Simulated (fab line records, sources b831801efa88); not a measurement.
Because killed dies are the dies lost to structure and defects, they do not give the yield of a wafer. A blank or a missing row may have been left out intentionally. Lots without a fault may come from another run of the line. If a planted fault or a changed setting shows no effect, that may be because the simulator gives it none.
Which tool did it?    flow sfqLine    11 lots, 33 wafers sampled, at 6 steps of a route of 325

## WHAT THE GAUGES SHOWED, per wafer
SFQ_I7_BOW_MEAS_946.
lot   measured      on            I7_BOW (um)
L791  day 71 04:19  filmMetro-02  -14 -6 -9
L792  day 71 05:20  filmMetro-03  6 14 2
L793  day 71 10:50  filmMetro-02  9 17 20
L794  day 71 16:21  filmMetro-04  2 7 0
L795  day 77 09:50  filmMetro-03  -32 -19 -19
L799  day 80 18:43  filmMetro-02  -1 -12 -4
L801  day 81 05:11  filmMetro-03  3 11 10
L806  day 82 03:55  filmMetro-02  6 14 17
L807  day 82 12:55  filmMetro-02  -3 18 3
L808  day 82 23:32  filmMetro-03  10 9 7
L814  day 84 12:08  filmMetro-02  0 -10 -4

## EACH LOT AND THE TOOL THAT RAN IT (in order: tool; ch and the chambers of the sampled wafers; start)
lot   SFQ_TRILAYER_JJ_TRILAYER_DEP_SPUTTER_109  SFQ_TRILAYER_JJ_CE_ETCH_RIE_118   SFQ_TRILAYER_I6_CMP_CMP_166    SFQ_TRILAYER_I6_METRO_MEASURE_167  SFQ_TRILAYER_I6_VIA_ETCH_VIA_ETCH_172
L791  pvdSputter-04, day 55 02:49               rieMetal-02 ch 0,1, day 60 14:00  cmp-02 ch 0,2,3, day 65 23:37  filmMetro-01, day 66 01:44         rieDiel-04 ch 1,2,3, day 70 16:30
L792  pvdSputter-03, day 55 07:37               rieMetal-04 ch 0,1, day 60 17:36  cmp-01 ch 0,2,3, day 66 03:25  filmMetro-02, day 66 06:32         rieDiel-03 ch 0,1,3, day 70 18:54
L793  pvdSputter-05, day 55 10:01               rieMetal-03 ch 0,1, day 60 22:24  cmp-01 ch 0,1, day 66 11:45    filmMetro-02, day 66 15:04         rieDiel-03 ch 0,2, day 71 03:18
L794  pvdSputter-05, day 55 23:13               rieMetal-04 ch 0,1, day 61 05:36  cmp-02 ch 2,3, day 66 17:13    filmMetro-02, day 66 20:32         rieDiel-03 ch 0,1,2, day 71 08:06
L795  pvdSputter-05, day 57 00:20               rieMetal-02 ch 0,1, day 62 10:24  cmp-02 ch 0,1, day 73 06:08    filmMetro-04, day 73 08:45         rieDiel-03 ch 1,2,3, day 73 12:16
L799  pvdSputter-04, day 59 00:28               rieMetal-04 ch 1, day 63 23:59    cmp-01 ch 0,1, day 80 02:56    filmMetro-02, day 80 06:28         rieDiel-03 ch 0,2,3, day 80 11:07
L801  pvdSputter-05, day 59 05:16               rieMetal-03 ch 0,1, day 64 02:16  cmp-02 ch 0,1,2, day 80 14:22  filmMetro-04, day 80 16:53         rieDiel-03 ch 0,2, day 80 20:00
L806  pvdSputter-04, day 60 06:28               rieMetal-02 ch 0,1, day 64 21:26  cmp-02 ch 0,2, day 81 10:31    filmMetro-02, day 81 13:38         rieDiel-02 ch 0,1,3, day 81 19:07
L807  pvdSputter-03, day 60 10:05               rieMetal-04 ch 0,1, day 64 22:38  cmp-02 ch 0,1,2, day 81 20:32  filmMetro-02, day 81 23:40         rieDiel-03 ch 0,1,2, day 82 03:11
L808  pvdSputter-05, day 60 12:29               rieMetal-03 ch 0,1, day 64 23:50  cmp-02 ch 0,2,3, day 82 03:02  filmMetro-04, day 82 05:40         rieDiel-02 ch 2,3, day 82 09:19
L814  pvdSputter-05, day 62 07:10               rieMetal-03 ch 0,1, day 66 12:05  cmp-01 ch 1,2, day 83 04:25    filmMetro-01, day 83 07:14         rieDiel-03 ch 0,2,3, day 83 14:19
- SFQ_TRILAYER_JJ_TRILAYER_DEP_SPUTTER_109: material Nb, target thk 150 nm, time 100 s.
- SFQ_TRILAYER_JJ_CE_ETCH_RIE_118: chemistry SF6, target Nb, stops on Al2O3, time 97.7 s, target depth 170 nm.
- SFQ_TRILAYER_I6_CMP_CMP_166: polishes SiO2.
- SFQ_TRILAYER_I6_METRO_MEASURE_167
- SFQ_TRILAYER_I6_VIA_ETCH_VIA_ETCH_172: etches SiO2 in CHF3, stops on Nb, target depth 260 nm.

## AS READ BY THE TOOLS THEMSELVES (means over the sampled wafers that have a number; for cases with no such wafer, the mark the record gives instead)
SFQ_TRILAYER_JJ_TRILAYER_DEP_SPUTTER_109.
lot   tool           throttleValvePct (%)
L791  pvdSputter-04  30.6
L792  pvdSputter-03  29.3
L793  pvdSputter-05  30.5
L794  pvdSputter-05  31.2
L795  pvdSputter-05  30.5
L799  pvdSputter-04  30.0
L801  pvdSputter-05  30.6
L806  pvdSputter-04  29.8
L807  pvdSputter-03  29.0
L808  pvdSputter-05  30.7
L814  pvdSputter-05  31.0

SFQ_TRILAYER_JJ_CE_ETCH_RIE_118.
lot   tool         drypumpMotorCurrentA (A)  oesProductAu (a.u.)
L791  rieMetal-02  5.69                      0.981
L792  rieMetal-04  5.28                      0.995
L793  rieMetal-03  5.95                      0.987
L794  rieMetal-04  5.55                      0.998
L795  rieMetal-02  5.71                      0.983
L799  rieMetal-04  5.82                      0.992
L801  rieMetal-03  5.95                      0.982
L806  rieMetal-02  5.71                      0.989
L807  rieMetal-04  5.55                      0.989
L808  rieMetal-03  5.96                      0.979
L814  rieMetal-03  5.93                      0.975

SFQ_TRILAYER_I6_CMP_CMP_166.
lot   tool    motorCurrentA (A)  timeToEndpointS (s)
L791  cmp-02  9.6                228
L792  cmp-01  10.1               212
L793  cmp-01  9.6                222
L794  cmp-02  8.8                216
L795  cmp-02  10.8               220
L799  cmp-01  9.5                230
L801  cmp-02  10.4               215
L806  cmp-02  9.8                214
L807  cmp-02  10.3               214
L808  cmp-02  9.8                211
L814  cmp-01  8.7                211

SFQ_TRILAYER_I6_METRO_MEASURE_167.
lot   tool          thkNm (nm)
L791  filmMetro-01  200.2
L792  filmMetro-02  201.3
L793  filmMetro-02  200.6
L794  filmMetro-02  201.2
L795  filmMetro-04  200.9
L799  filmMetro-02  187.9
L801  filmMetro-04  200.2
L806  filmMetro-02  202.1
L807  filmMetro-02  201.3
L808  filmMetro-04  200.0
L814  filmMetro-01  200.7

SFQ_TRILAYER_I6_VIA_ETCH_VIA_ETCH_172.
lot   tool        drypumpMotorCurrentA (A)  oesProductAu (a.u.)
L791  rieDiel-04  5.7                       0.854
L792  rieDiel-03  5.9                       0.854
L793  rieDiel-03  6.3                       0.859
L794  rieDiel-03  6.0                       0.858
L795  rieDiel-03  6.1                       0.862
L799  rieDiel-03  6.4                       0.835
L801  rieDiel-03  6.3                       0.856
L806  rieDiel-02  5.4                       0.858
L807  rieDiel-03  6.0                       0.858
L808  rieDiel-02  5.8                       0.849
L814  rieDiel-03  6.4                       0.855

## THE ANSWER, worked out from the rows above alone
Rule: usual is defined by the lots themselves. Put in order of their means at a reading, lots are off if they are a third of the lots or fewer, leave a main group of 4 or more, and stand apart from it by a gap of 3 or more times the standard deviation of the main group's means; of several such gaps the widest counts. Not used: any main group whose means are identical at the precision the tables above print for the reading. Also off: a lot with no number at a reading for which 4 or more lots have one. Where the step has rows for the other lots, those lots are counted as sound. After the gauges, taken in route order, come the tools' own readings; for these a lot's mean is taken, as printed above. The first step at which some lot is off is used, and at that step the reading that is off furthest; a lot without a number counts as furthest.
Off, at SFQ_TRILAYER_I6_METRO_MEASURE_167 on thkNm: L799. The main group: mean 200.8 nm, standard deviation 0.61.
If a tool, at that step or one of the process steps before it, ran each lot that is off and ran no sound lot following the first of them, it fits. None of those tried fits.

## WHAT WAS PUT IN BY THE SIMULATOR
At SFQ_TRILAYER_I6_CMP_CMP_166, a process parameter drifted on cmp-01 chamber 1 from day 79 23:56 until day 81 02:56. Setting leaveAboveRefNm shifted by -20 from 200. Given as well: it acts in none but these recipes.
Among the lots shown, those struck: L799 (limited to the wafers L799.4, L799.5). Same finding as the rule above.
